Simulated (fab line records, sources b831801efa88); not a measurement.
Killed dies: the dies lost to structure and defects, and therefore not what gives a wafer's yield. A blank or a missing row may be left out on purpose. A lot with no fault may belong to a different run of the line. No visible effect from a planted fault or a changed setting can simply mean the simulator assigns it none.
Matching of chambers | flow sky130 | rieDiel-01 running SKY_LI_CONTACT_ETCH_14: 4 sister chambers
The step etches BARC in N2/H2, stops on SiO2, time 45.9 s, target depth 60 nm. 4 wafers are shown with their chamber, then 8 later ones without.

== EACH WAFER AND ITS CHAMBER ==
wafer  | chamber | biasW (W)
L082.6 | 2       | 100.20
L084.1 | 1       | 100.54
L084.6 | 3       | 100.14
L089.2 | 0       | 99.90

== WAFERS MISSING THEIR CHAMBER ==
wafer  | biasW (W)
L089.3 | 99.65
L089.5 | 99.78
L090.4 | 99.88
L090.5 | 100.18
L090.6 | 100.34
L096.2 | 100.12
L096.4 | 99.85
L096.6 | 99.81

== CHAMBER TAKEN BY EACH ==
wafer  | from the rows above          | in truth
L089.3 | 0                            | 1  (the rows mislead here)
L089.5 | 0                            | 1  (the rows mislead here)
L090.4 | 0                            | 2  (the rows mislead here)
L090.5 | can't be placed: 2 or 3      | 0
L090.6 | can't be placed: 2 or 1 or 3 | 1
L096.2 | can't be placed: 3 or 2 or 0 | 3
L096.4 | 0                            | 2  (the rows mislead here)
L096.6 | 0                            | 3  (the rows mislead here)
Correctly placed: 0 of 8. These rows do not allow placing 3 (true chamber among the candidates in 2). Placed wrongly: 5.
How it was worked out, from the rows above alone: a wafer's distance from a chamber is the root of the sum, over the readings, of the square of ((its reading less the chamber's mean) divided by the reading's scatter). If the next closest chamber is less than 2 further off than the closest, the wafer can't be placed; otherwise it belongs to the closest. A chamber's mean is the mean of its shown wafers. The scatter (one wafer shown for each chamber): square how far every hidden wafer sits from the nearest shown wafer, average those squares and take the square root.
